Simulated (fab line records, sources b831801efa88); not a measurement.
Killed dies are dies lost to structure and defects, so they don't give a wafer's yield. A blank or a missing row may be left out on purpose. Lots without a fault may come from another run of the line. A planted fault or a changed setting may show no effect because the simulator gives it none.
A struck lot beside a sound one | flow sfq_line | 15 steps out of a route of 325
Sound: wafers L308.1, L308.2, L308.6. Struck: wafer L312.1. (L312.4, L312.6 of the same lot were not struck and are left out.) The cause comes at the end.
At each step with rows: each side's tool, then ch and its chambers, then its first start. Under that, the readings that differ: sound wafers | struck wafers | difference of the means | sigmas: that difference in standard deviations of wafers without a fault.
alike: readings whose means differ by less than 2 such deviations, and words and numbers that are the same on both sides. not compared: withheld readings, readings that some wafer has no value for, bounds like >300 that may hide the same value, and numbers for which the record gives no deviation and whose values overlap.
The two part at a step that has a row with sigmas, a row that says differs or no value, or rows on one side only. Numbers that don't overlap but have no deviation are shown without sigmas and don't part them. A reading that every wafer of one side lacks parts them only if that side has two wafers or more.

SFQ_I5_OVL_MEAS_936:
  sound on overlay-02, day 71 06:34; struck on overlay-01, day 71 22:19
  alike: I5_OVL
SFQ_TRILAYER_I5_BARC_OPEN_VIA_ETCH_200: etches BARC in O2, target depth 125 nm, time 41.7 s.
  sound on rie_diel-04 ch 0,1, day 71 06:35; struck on rie_diel-01 ch 1, day 71 22:22
  alike: chamber_pressure_mTorr, drypump_motor_current_A, oes_product_au
  not compared: rf_hours_counter_h
SFQ_TRILAYER_I5_ETCH_VIA_ETCH_147: etches the open film in CHF3, stops on Nb, target depth 360 nm.
  sound on rie_diel-04 ch 0,1, day 71 06:38; struck on rie_diel-01 ch 1, day 71 22:24
  alike: chamber_pressure_mTorr, drypump_motor_current_A, oes_product_au
SFQ_TRILAYER_I5_STRIP_STRIP_148: strips in O2.
  sound on rie_metal-01 ch 0,1, day 71 06:47; struck on rie_metal-01 ch 0, day 71 22:33
  alike: chamber_pressure_mTorr, drypump_motor_current_A, oes_product_au
  not compared: rf_hours_counter_h
then, 7 steps without rows for these wafers: SFQ_TRILAYER_I5_STRIP_SOLV_CLEAN_149 (cleans in NMP, time 600 s); SFQ_TRILAYER_C5_LITHO_COAT_156 (resist thk 62 nm); SFQ_TRILAYER_C5_LITHO_COAT_151 (resist thk 650 nm); SFQ_TRILAYER_C5_LITHO_SOFTBAKE_155; SFQ_TRILAYER_C5_LITHO_EXPOSE_152 (exposes mask C5, target cd 500 nm); SFQ_TRILAYER_C5_LITHO_PEB_154 (peb time 60 s); SFQ_TRILAYER_C5_LITHO_DEVELOP_153 (time 60 s).
-- the record jumps here: 4 days lie between the struck wafers' starts before and after --
SFQ_C5_OVL_MEAS_937:
  sound on overlay-01, day 75 14:10; struck on overlay-02, day 76 03:22
  alike: C5_OVL
SFQ_TRILAYER_C5_BARC_OPEN_VIA_ETCH_210: etches BARC in O2, target depth 125 nm, time 41.7 s.
  sound on rie_diel-01 ch 0,1,2, day 75 14:11; struck on rie_diel-02 ch 1, day 76 03:23
  reading                                             | sound             | struck | difference | sigmas
  model.KrF_of_TRILAYER_C5_LITHO_COAT_151.thk_nm (nm) | 578.1 577.8 577.7 | 581.1  | +3.2       |
  alike: chamber_pressure_mTorr, drypump_motor_current_A, oes_product_au
  not compared: rf_hours_counter_h
SFQ_TRILAYER_C5_ETCH_VIA_ETCH_154: etches SiO2 in CHF3, stops on Nb, target depth 84 nm.
  sound on rie_diel-01 ch 0,1,2, day 75 14:14; struck on rie_diel-02 ch 1, day 76 03:26
  reading                                             | sound             | struck | difference | sigmas
  model.KrF_of_TRILAYER_C5_LITHO_COAT_151.thk_nm (nm) | 563.8 563.2 563.6 | 566.7  | +3.2       |
  alike: chamber_pressure_mTorr, drypump_motor_current_A, oes_product_au
SFQ_TRILAYER_C5_STRIP_STRIP_155: strips in O2.
  sound on rie_metal-01 ch 0,1, day 75 14:17; struck on rie_metal-04 ch 0, day 76 03:29
  alike: chamber_pressure_mTorr, drypump_motor_current_A, oes_product_au
  not compared: rf_hours_counter_h

WHERE THEY PART
Nowhere in this record.

WHY: what the simulator had put in
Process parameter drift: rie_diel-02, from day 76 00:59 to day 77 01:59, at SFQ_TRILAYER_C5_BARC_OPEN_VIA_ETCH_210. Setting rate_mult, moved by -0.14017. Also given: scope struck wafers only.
